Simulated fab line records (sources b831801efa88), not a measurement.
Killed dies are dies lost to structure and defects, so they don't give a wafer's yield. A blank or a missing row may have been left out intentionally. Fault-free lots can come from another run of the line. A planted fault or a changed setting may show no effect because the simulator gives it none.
Which tool was responsible? -- flow gf180mcu -- 6 lots, 18 wafers sampled, at 3 steps of a route of 602

WHAT THE GAUGES SHOWED, per wafer
GF_V1_CD_MEAS_14: target cd 260 nm.
lot,measured,on,cd-nm (nm)
L369,day 18 20:06,cd-sem-02,260.7 259.1 260.0
L372,day 20 04:52,cd-sem-02,260.3 259.8 259.5
L382,day 23 18:32,cd-sem-01,261.2 260.4 259.8
L384,day 24 04:37,cd-sem-02,261.1 260.2 260.8
L386,day 25 02:14,cd-sem-02,259.9 259.7 260.1
L388,day 25 10:34,cd-sem-02,260.4 260.6 260.5

WHAT TOOL EACH LOT RAN ON (gives the tool, then ch and the chambers of the sampled wafers, and finally the start)
lot,GF_M1_SPUTTER_03,GF_V1_CMP_04
L369,"pvd-sputter-01, day 16 19:10","cmp-02 ch 1,2,3, day 17 19:55"
L372,"pvd-sputter-01, day 18 03:01","cmp-02 ch 1,2, day 19 04:04"
L382,"pvd-sputter-01, day 21 18:17","cmp-02 ch 0,1,2, day 22 18:48"
L384,"pvd-sputter-02, day 22 06:17","cmp-01 ch 0,1,3, day 23 06:25"
L386,"pvd-sputter-03, day 23 03:26","cmp-02 ch 0,2, day 24 03:13"
L388,"pvd-sputter-01, day 23 12:58","cmp-01 ch 0,2, day 24 12:22"
- GF_M1_SPUTTER_03: material Ti, target thk 10 nm, time 6.7 s.
- GF_V1_CMP_04: polishes SiO2.

THE ANSWER, worked out from the rows above alone
Rule: the lots themselves supply what counts as usual. The widest of any qualifying gaps counts: lots, ordered by their means at a reading, are off when they make up no more than a third of the lots, leave a main group of 4 or more, and stand apart from it by 3 or more times the standard deviation of that group's means. A main group whose means are all the same, to the digits that the tables above print for the reading, isn't used. Also off: a lot with no number at a reading for which 4 or more lots have one. Any other lot the step has rows for is counted as sound.
Across all readings shown, no lot is off: no conclusion can be drawn from this.

WHAT THE SIMULATOR HAD INSERTED
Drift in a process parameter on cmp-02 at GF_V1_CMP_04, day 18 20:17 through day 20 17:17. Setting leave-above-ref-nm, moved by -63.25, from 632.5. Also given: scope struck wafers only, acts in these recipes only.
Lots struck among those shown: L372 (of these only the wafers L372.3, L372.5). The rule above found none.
